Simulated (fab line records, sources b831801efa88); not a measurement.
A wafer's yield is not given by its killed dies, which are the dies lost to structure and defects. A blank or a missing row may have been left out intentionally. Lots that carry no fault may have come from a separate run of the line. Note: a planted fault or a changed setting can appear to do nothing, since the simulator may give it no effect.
Which tool was responsible? || flow gf180mcu || 14 lots with 40 wafers sampled at 4 steps, on a route of 602 steps

== WHAT EACH GAUGE READ, for each wafer ==
GF_MVPSD_OVL_MEAS_07. Usual: MVPSD_OVL typically reads -0.9 nm, with standard deviation 1.4.
{"lot": "L687", "measured": "day 5 05:11", "on": "overlay-01", "MVPSD_OVL (nm)": "-0.2 -1.5 -0.7", "flag": ""}
{"lot": "L688", "measured": "day 5 07:50", "on": "overlay-02", "MVPSD_OVL (nm)": "-2.8 -2.7 -2.9", "flag": ""}
{"lot": "L689", "measured": "day 5 18:07", "on": "overlay-01", "MVPSD_OVL (nm)": "-2.5 -2.0 -0.6", "flag": ""}
{"lot": "L690", "measured": "day 5 23:43", "on": "overlay-02", "MVPSD_OVL (nm)": "-1.8 -1.8 -1.7", "flag": ""}
{"lot": "L691", "measured": "day 6 02:57", "on": "overlay-02", "MVPSD_OVL (nm)": "-1.2 -1.0 -2.7", "flag": ""}
{"lot": "L692", "measured": "day 6 06:40", "on": "overlay-01", "MVPSD_OVL (nm)": "-0.4 -1.7 0.9", "flag": ""}
{"lot": "L693", "measured": "day 6 12:08", "on": "overlay-02", "MVPSD_OVL (nm)": "3.8 2.2 0.7", "flag": ""}
{"lot": "L694", "measured": "day 6 17:47", "on": "overlay-01", "MVPSD_OVL (nm)": "-1.9 -2.9 -2.0", "flag": ""}
{"lot": "L695", "measured": "day 7 01:35", "on": "overlay-01", "MVPSD_OVL (nm)": "-0.7 -1.1 -0.3", "flag": ""}
{"lot": "L701", "measured": "day 8 12:58", "on": "overlay-01", "MVPSD_OVL (nm)": "0.4 -1.2", "flag": ""}
{"lot": "L704", "measured": "day 9 06:55", "on": "overlay-02", "MVPSD_OVL (nm)": "-1.4 -0.2", "flag": ""}
{"lot": "L705", "measured": "day 9 12:35", "on": "overlay-01", "MVPSD_OVL (nm)": "-1.1 -2.0 -1.3", "flag": ""}
{"lot": "L708", "measured": "day 10 05:58", "on": "overlay-02", "MVPSD_OVL (nm)": "-0.9 -1.4 0.1", "flag": ""}
{"lot": "L709", "measured": "day 10 11:05", "on": "overlay-02", "MVPSD_OVL (nm)": "0.9 -0.4 -1.3", "flag": ""}

GF_VT_IMPLANT_OVL_MEAS_40. Usual: VT_IMPLANT_03_OVL typically reads -1.1 nm, with standard deviation 1.3.
{"lot": "L687", "measured": "day 7 18:33", "on": "overlay-02", "VT_IMPLANT_03_OVL (nm)": "-0.9 -0.3 -0.8", "flag": ""}
{"lot": "L688", "measured": "day 7 21:43", "on": "overlay-02", "VT_IMPLANT_03_OVL (nm)": "-0.4 -1.4 0.2", "flag": ""}
{"lot": "L689", "measured": "day 8 08:58", "on": "overlay-02", "VT_IMPLANT_03_OVL (nm)": "-1.8 -1.6 -1.5", "flag": ""}
{"lot": "L690", "measured": "day 8 14:59", "on": "overlay-02", "VT_IMPLANT_03_OVL (nm)": "-1.9 -0.4 -1.2", "flag": ""}
{"lot": "L691", "measured": "day 8 19:25", "on": "overlay-02", "VT_IMPLANT_03_OVL (nm)": "-2.7 -2.2 -2.3", "flag": ""}
{"lot": "L692", "measured": "day 8 22:26", "on": "overlay-01", "VT_IMPLANT_03_OVL (nm)": "-0.3 -1.4 -0.4", "flag": ""}
{"lot": "L693", "measured": "day 9 05:26", "on": "overlay-02", "VT_IMPLANT_03_OVL (nm)": "0.1 0.4 -0.1", "flag": ""}
{"lot": "L694", "measured": "day 9 11:36", "on": "overlay-02", "VT_IMPLANT_03_OVL (nm)": "0.7 1.1 1.3", "flag": ""}
{"lot": "L695", "measured": "day 9 20:02", "on": "overlay-02", "VT_IMPLANT_03_OVL (nm)": "-1.1 -0.7 -0.4", "flag": ""}
{"lot": "L701", "measured": "day 11 10:11", "on": "overlay-01", "VT_IMPLANT_03_OVL (nm)": "-1.0 -1.1", "flag": ""}
{"lot": "L704", "measured": "day 12 07:07", "on": "overlay-02", "VT_IMPLANT_03_OVL (nm)": "0.3 2.9", "flag": ""}
{"lot": "L705", "measured": "day 12 13:58", "on": "overlay-02", "VT_IMPLANT_03_OVL (nm)": "-4.2 -4.2 -3.5", "flag": ""}
{"lot": "L708", "measured": "day 13 11:10", "on": "overlay-01", "VT_IMPLANT_03_OVL (nm)": "-0.1 -0.6 -2.2", "flag": ""}
{"lot": "L709", "measured": "day 13 15:05", "on": "overlay-01", "VT_IMPLANT_03_OVL (nm)": "-2.8 -3.3 -2.8", "flag": ""}

GF_VT_IMPLANT_RS_MEAS_46: a four-point-probe measurement. Usual: MVSD_RS typically reads 456.9 ohm/sq, with standard deviation 1.4.
{"lot": "L687", "measured": "day 7 19:02", "on": "filmMetro-04", "MVSD_RS (ohm/sq)": "455.9 455.0 454.9", "flag": ""}
{"lot": "L688", "measured": "day 7 22:13", "on": "filmMetro-04", "MVSD_RS (ohm/sq)": "456.5 457.3 458.3", "flag": ""}
{"lot": "L689", "measured": "day 8 09:30", "on": "filmMetro-02", "MVSD_RS (ohm/sq)": "457.7 458.9 457.1", "flag": ""}
{"lot": "L690", "measured": "day 8 15:30", "on": "filmMetro-03", "MVSD_RS (ohm/sq)": "456.6 456.3 457.6", "flag": ""}
{"lot": "L691", "measured": "day 8 19:57", "on": "filmMetro-02", "MVSD_RS (ohm/sq)": "456.7 456.5 456.9", "flag": ""}
{"lot": "L692", "measured": "day 8 22:56", "on": "filmMetro-04", "MVSD_RS (ohm/sq)": "457.9 459.6 458.7", "flag": ""}
{"lot": "L693", "measured": "day 9 05:56", "on": "filmMetro-02", "MVSD_RS (ohm/sq)": "455.7 454.9 455.3", "flag": ""}
{"lot": "L694", "measured": "day 9 12:05", "on": "filmMetro-02", "MVSD_RS (ohm/sq)": "456.8 456.7 455.7", "flag": ""}
{"lot": "L695", "measured": "day 9 20:34", "on": "filmMetro-04", "MVSD_RS (ohm/sq)": "456.1 456.3 455.7", "flag": ""}
{"lot": "L701", "measured": "day 11 10:41", "on": "filmMetro-03", "MVSD_RS (ohm/sq)": "458.0 459.2", "flag": ""}
{"lot": "L704", "measured": "day 12 07:37", "on": "filmMetro-02", "MVSD_RS (ohm/sq)": "455.6 457.6", "flag": ""}
{"lot": "L705", "measured": "day 12 14:28", "on": "filmMetro-02", "MVSD_RS (ohm/sq)": "456.7 457.4 455.3", "flag": ""}
{"lot": "L708", "measured": "day 13 11:40", "on": "filmMetro-02", "MVSD_RS (ohm/sq)": "455.0 455.2 454.0", "flag": ""}
{"lot": "L709", "measured": "day 13 15:38", "on": "filmMetro-02", "MVSD_RS (ohm/sq)": "456.1 456.8 457.3", "flag": ""}

== EACH LOT AND THE TOOL THAT RAN IT (in order: tool; ch and the chambers of the sampled wafers; start) ==
{"lot": "L687", "GF_VT_IMPLANT_SOFTBAKE_25": "lithoTrack-02 ch 0, day 6 18:38"}
{"lot": "L688", "GF_VT_IMPLANT_SOFTBAKE_25": "lithoTrack-03 ch 0, day 6 21:27"}
{"lot": "L689", "GF_VT_IMPLANT_SOFTBAKE_25": "lithoTrack-04 ch 0, day 7 08:38"}
{"lot": "L690", "GF_VT_IMPLANT_SOFTBAKE_25": "lithoTrack-02 ch 0, day 7 14:52"}
{"lot": "L691", "GF_VT_IMPLANT_SOFTBAKE_25": "lithoTrack-03 ch 0, day 7 19:03"}
{"lot": "L692", "GF_VT_IMPLANT_SOFTBAKE_25": "lithoTrack-02 ch 0, day 7 21:59"}
{"lot": "L693", "GF_VT_IMPLANT_SOFTBAKE_25": "lithoTrack-04 ch 0, day 8 03:52"}
{"lot": "L694", "GF_VT_IMPLANT_SOFTBAKE_25": "lithoTrack-02 ch 0, day 8 10:38"}
{"lot": "L695", "GF_VT_IMPLANT_SOFTBAKE_25": "lithoTrack-02 ch 0, day 8 18:13"}
{"lot": "L701", "GF_VT_IMPLANT_SOFTBAKE_25": "lithoTrack-03 ch 0, day 10 06:51"}
{"lot": "L704", "GF_VT_IMPLANT_SOFTBAKE_25": "lithoTrack-03 ch 0, day 11 02:30"}
{"lot": "L705", "GF_VT_IMPLANT_SOFTBAKE_25": "lithoTrack-04 ch 0, day 11 09:16"}
{"lot": "L708", "GF_VT_IMPLANT_SOFTBAKE_25": "lithoTrack-02 ch 0, day 12 04:50"}
{"lot": "L709", "GF_VT_IMPLANT_SOFTBAKE_25": "lithoTrack-02 ch 0, day 12 09:44"}
- GF_VT_IMPLANT_SOFTBAKE_25: time 60 s.

== WHAT THE TOOLS THEMSELVES READ (means of the sampled wafers that have a number; where no wafer has one, the mark that the record gives instead) ==
GF_VT_IMPLANT_SOFTBAKE_25. Usual: exhaustPa 45.1 Pa, standard deviation 0.94; heaterPowerTotalW 56.60 W, standard deviation 0.041; runLengthS 89.32 s, standard deviation 0.13.
{"lot": "L687", "tool": "lithoTrack-02", "exhaustPa (Pa)": 46.4, "heaterPowerTotalW (W)": 56.59, "runLengthS (s)": 89.27, "flag": ""}
{"lot": "L688", "tool": "lithoTrack-03", "exhaustPa (Pa)": 44.9, "heaterPowerTotalW (W)": 56.61, "runLengthS (s)": 89.23, "flag": ""}
{"lot": "L689", "tool": "lithoTrack-04", "exhaustPa (Pa)": 44.6, "heaterPowerTotalW (W)": 56.58, "runLengthS (s)": 89.39, "flag": ""}
{"lot": "L690", "tool": "lithoTrack-02", "exhaustPa (Pa)": 46.5, "heaterPowerTotalW (W)": 56.60, "runLengthS (s)": 89.30, "flag": ""}
{"lot": "L691", "tool": "lithoTrack-03", "exhaustPa (Pa)": 45.0, "heaterPowerTotalW (W)": 56.60, "runLengthS (s)": 89.25, "flag": ""}
{"lot": "L692", "tool": "lithoTrack-02", "exhaustPa (Pa)": 46.5, "heaterPowerTotalW (W)": 56.58, "runLengthS (s)": 89.37, "flag": ""}
{"lot": "L693", "tool": "lithoTrack-04", "exhaustPa (Pa)": 45.8, "heaterPowerTotalW (W)": 56.58, "runLengthS (s)": 89.53, "flag": ""}
{"lot": "L694", "tool": "lithoTrack-02", "exhaustPa (Pa)": 44.8, "heaterPowerTotalW (W)": 56.60, "runLengthS (s)": 89.31, "flag": ""}
{"lot": "L695", "tool": "lithoTrack-02", "exhaustPa (Pa)": 43.9, "heaterPowerTotalW (W)": 56.58, "runLengthS (s)": 89.38, "flag": ""}
{"lot": "L701", "tool": "lithoTrack-03", "exhaustPa (Pa)": 45.0, "heaterPowerTotalW (W)": 57.48, "runLengthS (s)": 86.63, "flag": "OFF"}
{"lot": "L704", "tool": "lithoTrack-03", "exhaustPa (Pa)": 44.0, "heaterPowerTotalW (W)": 57.44, "runLengthS (s)": 86.64, "flag": "OFF"}
{"lot": "L705", "tool": "lithoTrack-04", "exhaustPa (Pa)": 44.5, "heaterPowerTotalW (W)": 56.62, "runLengthS (s)": 89.49, "flag": ""}
{"lot": "L708", "tool": "lithoTrack-02", "exhaustPa (Pa)": 44.6, "heaterPowerTotalW (W)": 56.59, "runLengthS (s)": 89.25, "flag": ""}
{"lot": "L709", "tool": "lithoTrack-02", "exhaustPa (Pa)": 45.6, "heaterPowerTotalW (W)": 56.56, "runLengthS (s)": 89.30, "flag": ""}

== THE ANSWER, worked out from the rows above alone ==
Rule: take the mean of a lot's wafers that have a number; if it is more than 3 standard deviations from the usual mean, the lot is off. Also off: a lot with no number at a reading for which 4 or more lots have one. The other lots that the step has rows for count as sound. First the gauges in route order, then the tools' own readings, where a lot's mean is used as printed above. At the first step where some lot is off, the reading lying furthest off is the one used; lots without a number count as furthest.
Off: L701, L704 (GF_VT_IMPLANT_SOFTBAKE_25, heaterPowerTotalW).
A tool fits if, at that step or a process step before it, it ran every lot that is off, and no sound lot after the first of them. One fits: lithoTrack-03 at GF_VT_IMPLANT_SOFTBAKE_25. Its last sound lot is L691 (day 7 19:03), its first lot that is off L701 (day 10 06:51): a fault that began between those two fits.
The tool's own readings at GF_VT_IMPLANT_SOFTBAKE_25 bear it out: on the lots that are off they differ by more than 5 times the standard deviation of the sound lots' means. heaterPowerTotalW reads 57.46 W there against 56.59 W on the sound lots; runLengthS reads 86.63 s there against 89.34 s on the sound lots.

== WHAT HAD BEEN PUT IN BY THE SIMULATOR ==
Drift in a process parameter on lithoTrack-03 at GF_VT_IMPLANT_SOFTBAKE_25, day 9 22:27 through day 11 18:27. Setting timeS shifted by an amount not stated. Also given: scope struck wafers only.
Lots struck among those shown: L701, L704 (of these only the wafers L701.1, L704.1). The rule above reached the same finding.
